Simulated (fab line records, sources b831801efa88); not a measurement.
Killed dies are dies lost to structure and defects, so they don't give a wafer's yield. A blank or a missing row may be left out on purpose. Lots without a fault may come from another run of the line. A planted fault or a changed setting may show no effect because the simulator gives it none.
fab line records | flow gf180mcu
record lots=14 wafers=41 last_day=34
route steps=602 shown V4@478 MIM@506
lots that met no fault: from a run of the same line without faults
start_h: hours from the record's first day to the start of the lot's first wafer shown | wait_h: hours since the lot's step before | " the same as in the row above | L1.1+2: a row that stands for several wafers | - no value, or no start given | * or withheld: withheld | < > ~ a bound
route shown NAME@n: a module of which the file shows steps, and the number in the route of the first | usual: mean/standard deviation of fault-free wafers | same: alike in all rows | chamber/n: place in a boat | sites: the reading at each site | _std_site: their standard deviation | _edge_site: outer sites' mean less inner sites' | radius_mm: how far each site lies from the wafer's centre | mask NAME#n: copy n | behind: the tool/chamber that last shaped the wafer | hold: why the lot was held/for how many hours/how that ended | device: the transistor (n, p or np) that didn't switch | end of line: the same wafers' tests at the end of the route | a step without rows: its recipe alone | killed: dies lost to structure and defects at the first sort, not the wafer's yield | map: a wafer's dies, x killed, . not, _ none there
set.NAME: the setting as run; set.NAME@STEP: as run at that earlier step | model.NAME: the simulator's own value behind a step, which no gauge read
steps of the route over a sample of lots; a table a step, a row a wafer
services: from which hour (start_h, from the record's first day; less than 0 if before it) a tool's chamber was out of use, for how many hours, and why
## steps
# step GF_V4_CVD_02
# recipe material=SiO2 target_thk_nm=850 precursor=TEOS temp_c=400 time_s=94.851 rf_w=600
# usual heater_power_w=599/79
# columns lot.wafer tool chamber start_h wait_h heater_power_w
L412.1 pecvd-03 0 566.81 0.1 715
L412.4 " 0 " " 574
L412.6 " 2 " " 529
L413.2 pecvd-04 0 569.75 0.0 537
L413.3 " 1 " " 637
L413.6 " 0 " " 596
L414.2 pecvd-01 2 577.15 0.0 693
L414.4 " 0 " " 570
L414.6 " 2 " " 568
L415.4 pecvd-01 1 578.45 0.1 660
L415.5 " 0 " " 515
L415.6 " 2 " " 568
L417.1 pecvd-04 0 607.26 0.1 532
L417.4 " 2 " " 574
L424.2 pecvd-04 1 651.95 0.0 761
L424.4 " 2 " " 587
L424.5 " 1 " " 598
L425.3 pecvd-01 0 657.93 0.0 570
L425.4 " 0 " " 450
L425.5 " 1 " " 714
L426.3 pecvd-03 2 660.69 0.0 508
L426.5 " 2 " " 527
L426.6 " 0 " " 654
L428.1 pecvd-03 2 683.22 0.1 496
L428.4 " 0 " " 733
L428.5 " 1 " " 677
L429.1 pecvd-04 1 684.12 0.1 638
L429.3 " 2 " " 616
L429.6 " 2 " " 480
L430.1 pecvd-01 1 688.75 0.1 635
L430.3 " 0 " " 533
L430.6 " 2 " " 548
L431.1 pecvd-01 0 698.72 0.1 561
L431.2 " 2 " " 713
L431.4 " 0 " " 451
L432.2 pecvd-04 0 707.64 0.0 568
L432.3 " 1 " " 687
L432.4 " 0 " " 446
L433.3 pecvd-03 2 710.16 0.0 527
L433.5 " 2 " " 436
L433.6 " 1 " " 639
# step GF_V4_STRIP_18
# recipe chemistry=O2/N2 power_w=1400 pressure_mtorr=1500 platen_temp_c=250 o2_flow_sccm=3000 n2_flow_sccm=300 overash_fraction=0.5
# usual chamber_pressure_mTorr=1500.0/1.4 drypump_motor_current_A=5.8/0.49 heater_power_w=339/11 o2_flow_sccm=3000/9.3 oes_product_au=0.594/0.0049
# columns lot.wafer tool chamber start_h wait_h chamber_pressure_mTorr drypump_motor_current_A heater_power_w o2_flow_sccm oes_product_au rf_hours_counter_h
L412.1 plasma_asher-01 1 588.08 - 1498.6 5.4 331 3003 0.595 95
L412.4 " 0 " " 1500.1 5.5 321 2993 0.594 -
L412.6 " 1 " " 1499.8 5.4 330 3005 0.597 -
L413.2 plasma_asher-04 0 591.94 - 1500.8 6.0 333 3011 0.595 47
L413.3 " 0 " " 1499.5 5.9 326 2993 0.594 -
L413.6 " 0 " " 1499.5 6.0 330 3008 0.599 -
L414.2 plasma_asher-04 0 598.78 - 1499.2 5.9 328 2993 0.594 48
L414.4 " 0 " " 1500.0 5.9 329 2987 0.590 -
L414.6 " 0 " " 1502.4 6.0 329 2989 0.597 -
L415.4 plasma_asher-04 0 600.52 - 1500.9 6.0 328 2986 0.602 -
L415.5 " 1 " " 1499.7 6.6 335 3002 0.596 -
L415.6 " 0 " " 1499.7 5.9 332 2990 0.596 -
L417.1 plasma_asher-01 1 628.58 - 1501.9 5.4 338 2996 0.594 99
L417.4 " 0 " " 1500.9 5.5 325 2999 0.590 -
L424.2 plasma_asher-02 1 672.13 - 1502.0 6.4 351 3012 0.599 91
L424.4 " 1 " " 1500.9 6.4 342 3007 0.599 -
L424.5 " 1 " " 1499.4 6.4 347 3011 0.593 -
L425.3 plasma_asher-02 1 678.16 - 1498.9 6.4 351 3000 0.596 -
L425.4 " 0 " " 1499.6 5.4 350 2984 0.586 -
L425.5 " 1 " " 1497.9 6.4 354 3007 0.601 -
L426.3 plasma_asher-02 0 680.92 - 1500.0 5.3 345 3011 0.595 -
L426.5 " 0 " " 1501.3 5.4 359 3009 0.587 -
L426.6 " 1 " " 1502.4 6.4 344 2991 0.601 -
L428.1 plasma_asher-01 0 702.53 - 1499.0 5.5 315 2997 0.590 107
L428.4 " 0 " " 1497.5 5.5 325 3009 0.601 -
L428.5 " 0 " " 1499.3 5.5 333 2990 0.594 -
L429.1 plasma_asher-02 0 703.63 - 1502.4 5.4 358 3016 0.592 94
L429.3 " 1 " " 1499.6 6.4 352 2999 0.595 -
L429.6 " 1 " " 1497.7 6.4 352 3002 0.592 -
L430.1 plasma_asher-01 0 708.44 - 1499.7 5.5 327 2990 0.591 107
L430.3 " 1 " " 1499.4 5.4 347 2991 0.599 -
L430.6 " 0 " " 1499.2 5.5 339 2990 0.597 -
L431.1 plasma_asher-04 1 717.79 - 1499.0 6.6 333 3009 0.589 61
L431.2 " 0 " " 1500.5 6.0 329 3000 0.594 61
L431.4 " 0 " " 1500.3 6.0 335 3003 0.595 -
L432.2 plasma_asher-01 1 726.48 - 1500.7 5.4 327 3019 0.596 109
L432.3 " 0 " " 1499.3 5.5 317 2996 0.600 -
L432.4 " 1 " " 1501.0 5.4 336 3006 0.595 -
L433.3 plasma_asher-01 0 729.17 - 1501.1 5.5 321 3013 0.583 -
L433.5 " 0 " " 1497.7 5.5 323 3013 0.593 -
L433.6 " 1 " " 1501.0 5.4 338 3000 0.596 -
# step GF_V4_STRIP_19
# recipe chemistry=post_etch_residue_remover time_s=1200 temp_c=72.5
# usual bath_guard_temp_C=72.3/0.48 bath_heat_duty_pct=14.1/1.9
# columns lot.wafer tool chamber start_h wait_h bath_guard_temp_C bath_heat_duty_pct
L412.1 wet_bench-04 2 588.18 0.1 71.8 12.9
L412.4 " 2 " " 71.6 14.0
L412.6 " 2 " " 72.0 12.7
L413.2 wet_bench-03 3 592.04 0.1 72.9 15.0
L413.3 " 3 " " 72.9 14.9
L413.6 " 3 " " 72.7 14.9
L414.2 wet_bench-04 2 598.88 0.1 72.0 12.5
L414.4 " 2 " " 71.6 14.0
L414.6 " 2 " " 71.9 12.6
L415.4 wet_bench-01 3 600.59 0.0 72.7 18.9
L415.5 " 3 " " 73.0 19.7
L415.6 " 3 " " 72.6 18.7
L417.1 wet_bench-04 0 628.68 0.1 72.5 18.6
L417.4 " 0 " " 72.2 18.0
L424.2 wet_bench-03 3 672.23 0.1 - -
L424.4 " 3 " " - -
L424.5 " 3 " " - -
L425.3 wet_bench-04 2 678.23 0.0 - -
L425.4 " 2 " " - -
L425.5 " 2 " " - -
L426.3 wet_bench-04 1 680.98 0.0 72.2 11.2
L426.5 " 1 " " 71.9 14.2
L426.6 " 1 " " 72.0 12.9
L428.1 wet_bench-01 2 702.63 0.1 71.9 12.0
L428.4 " 2 " " 72.2 12.1
L428.5 " 2 " " 72.2 13.1
L429.1 wet_bench-04 3 703.73 0.1 72.4 16.5
L429.3 " 3 " " 72.5 14.7
L429.6 " 3 " " 72.2 15.8
L430.1 wet_bench-03 2 708.54 0.1 73.3 14.4
L430.3 " 2 " " 72.9 13.8
L430.6 " 2 " " 73.5 14.1
L431.1 wet_bench-04 2 717.89 0.1 71.9 13.0
L431.2 " 2 " " 72.3 13.2
L431.4 " 2 " " 72.0 12.2
L432.2 wet_bench-01 0 726.58 0.1 73.0 12.5
L432.3 " 0 " " 72.9 11.6
L432.4 " 0 " " 72.7 13.4
L433.3 wet_bench-03 3 729.23 0.0 72.6 15.4
L433.5 " 3 " " 72.5 14.1
L433.6 " 3 " " 72.7 13.7
# step GF_MIM_SPUTTER_03
# recipe material=Ti target_thk_nm=10 substrate_temp_c=300 chamber_pressure_pa=0.3 power_w=3000 time_s=6.7
# usual throttle_valve_pct=30.3/0.72
# columns lot.wafer tool chamber start_h wait_h throttle_valve_pct
L412.1 pvd_sputter-03 - 589.47 0.0 30.2
L412.4 " - " " 29.4
L412.6 " - " " 31.0
L413.2 pvd_sputter-03 - 593.35 0.0 29.7
L413.3 " - " " 31.2
L413.6 " - " " 30.9
L414.2 pvd_sputter-03 - 600.20 0.0 30.4
L414.4 " - " " 29.8
L414.6 " - " " 31.5
L415.4 pvd_sputter-04 - 601.87 0.0 29.7
L415.5 " - " " 29.8
L415.6 " - " " 30.3
L417.1 pvd_sputter-01 - 629.98 0.0 30.1
L417.4 " - " " 30.4
L424.2 pvd_sputter-01 - 673.52 0.0 30.3
L424.4 " - " " 30.6
L424.5 " - " " 30.4
L425.3 pvd_sputter-04 - 679.52 0.0 30.5
L425.4 " - " " 30.8
L425.5 " - " " 29.7
L426.3 pvd_sputter-03 - 682.27 0.0 31.0
L426.5 " - " " 31.1
L426.6 " - " " 29.7
L428.1 pvd_sputter-01 - 703.93 0.0 30.3
L428.4 " - " " 28.9
L428.5 " - " " 29.1
L429.1 pvd_sputter-04 - 705.23 0.0 29.9
L429.3 " - " " 30.8
L429.6 " - " " 30.6
L430.1 pvd_sputter-03 - 709.82 0.0 31.5
L430.3 " - " " 30.9
L430.6 " - " " 31.2
L431.1 pvd_sputter-01 - 719.17 0.0 29.2
L431.2 " - " " 30.5
L431.4 " - " " 29.0
L432.2 pvd_sputter-01 - 727.92 0.0 30.7
L432.3 " - " " 28.9
L432.4 " - " " 30.5
L433.3 pvd_sputter-04 - 730.77 0.0 30.0
L433.5 " - " " 29.4
L433.6 " - " " 29.8
## services
# columns tool chamber start_h hours kind
pecvd-03 - 542.83 2.8 pm
plasma_asher-01 - 547.11 0.8 repair
pecvd-01 - 567.55 4.1 repair
plasma_asher-04 - 568.46 2.8 pm
pvd_sputter-04 - 572.58 6.7 repair
pecvd-04 - 591.12 14.0 pm
pecvd-04 0 591.12 14.0 vent_cycle
pecvd-04 1 591.12 14.0 vent_cycle
pecvd-04 2 591.12 14.0 vent_cycle
pvd_sputter-04 - 592.20 2.5 repair
pecvd-03 - 604.48 1.4 repair
pecvd-04 0 605.12 - clean
pecvd-04 1 605.12 - clean
pecvd-04 2 605.12 - clean
pvd_sputter-03 - 635.11 3.2 repair
pecvd-04 - 665.09 2.2 repair
plasma_asher-01 - 669.82 1.3 repair
pecvd-03 2 671.67 9.0 repair
pecvd-01 1 695.73 7.0 repair
plasma_asher-02 - 709.01 2.8 pm
pvd_sputter-01 - 710.93 1.0 repair
pvd_sputter-04 - 717.36 2.3 repair
## key
first_sign step=GF_V4_STRIP_19 reading=tool_record direction=missing
effect none on later readings
met_at GF_V4_STRIP_19
struck_lots L424,L425
sort_left_out L424.2,L424.4,L424.5,L425.3,L425.4,L425.5
not_acting_at GF_V4_CVD_02,GF_V4_STRIP_18,GF_MIM_SPUTTER_03
onset_between 628.68 672.23
fault kind=skipped_step_whole tool=wet_bench-03,wet_bench-04 chamber=- onset_h=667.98 steps=GF_V4_STRIP_19 scope=struck_lots_only
# sort_left_out: the simulated sort isn't trusted on such a fault, so these wafers' sort isn't shown, and their yield isn't known
